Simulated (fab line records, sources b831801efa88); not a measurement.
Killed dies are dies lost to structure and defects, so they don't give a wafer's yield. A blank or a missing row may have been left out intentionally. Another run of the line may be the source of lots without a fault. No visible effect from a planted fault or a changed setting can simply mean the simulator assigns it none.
2 desks, one fault / flow gf180mcu / each desk has only its own numbers; what lay behind them comes last

== AT THE TOOL OWNER'S DESK: hdpcvd-02 ==
The tool's own readings at GF_STI_CVD_23 (deposits SiO2, target thk 650 nm, time 108.3 s): means of the sampled wafers that have a number, for each lot that ran on this tool. Any lot whose mean is over 4 standard deviations away from the usual mean is out of limits and marked OUT; that distance is given in the brackets.
Columns: A = pressure_mtorr at GF_STI_CVD_23, usual 6.001 mTorr; B = susceptor_temp_C at GF_STI_CVD_23, usual 600.04 C
lot=L625; first seen here=day 2 04:40; A=6.008; B=600.30
lot=L627; first seen here=day 2 15:00; A=6.005; B=600.02
lot=L628; first seen here=day 2 18:58; A=6.001; B=599.93
lot=L630; first seen here=day 3 05:10; A=6.004; B=600.06
lot=L634; first seen here=day 4 03:26; A=5.991; B=600.09
lot=L635; first seen here=day 4 07:10; A=6.008; B=600.13
lot=L636; first seen here=day 4 12:22; A=5.995; B=599.84
lot=L637; first seen here=day 4 16:55; A=5.992; B=600.01
lot=L639; first seen here=day 5 04:06; A=5.994; B=600.09
This desk found nothing out of limits on any of the 9 lots.

== METROLOGY DESK ==
Means of the sampled wafers that have a number, per lot and without regard to the tool the lot ran on: this is what the gauges read. Any lot whose mean is over 4 standard deviations away from the usual mean is out of limits and marked OUT; that distance is given in the brackets.
Columns: A = STI_CVD_23_THK at GF_STI_THK_MEAS_24, usual 651 nm; B = DUAL_GATE_OXIDATION_00_THK at GF_DUAL_GATE_THK_MEAS_03, usual 10.87 nm
lot=L625; first seen here=day 2 04:44; A=647; B=10.79
lot=L626; first seen here=day 2 08:41; A=655; B=11.05
lot=L627; first seen here=day 2 15:05; A=647; B=10.78
lot=L628; first seen here=day 2 19:03; A=644; B=11.20
lot=L630; first seen here=day 3 05:15; A=646; B=10.76
lot=L634; first seen here=day 4 03:31; A=652; B=11.09
lot=L635; first seen here=day 4 07:14; A=652; B=11.00
lot=L636; first seen here=day 4 12:26; A=649; B=11.29
lot=L637; first seen here=day 4 17:00; A=649; B=11.24
lot=L639; first seen here=day 5 04:10; A=611 (-6.1) OUT; B=10.88
lot=L641; first seen here=day 5 15:01; A=656; B=10.72
This desk's result: L639 out of limits, first on L639 (STI_CVD_23_THK at GF_STI_THK_MEAS_24), day 5 04:10. In limits: L625, L626, L627, L628, L630, L634, L635, L636, L637, L641.

== TAKEN TOGETHER ==
On L639, the metrology desk was in a position to raise an alarm at day 5 04:10.
The desk of the tool owner found nothing out of limits.
The tool owner's desk has L639 on record, within its limits.
The lots listed all ran GF_STI_CVD_23 on hdpcvd-02.

== WHAT HAD BEEN PUT IN BY THE SIMULATOR ==
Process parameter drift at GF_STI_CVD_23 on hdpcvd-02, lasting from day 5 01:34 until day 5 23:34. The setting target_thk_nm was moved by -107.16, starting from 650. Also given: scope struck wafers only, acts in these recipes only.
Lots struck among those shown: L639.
Per desk, hours elapsed from the start of the fault to the first reading out of limits: for the metrology desk, 3.
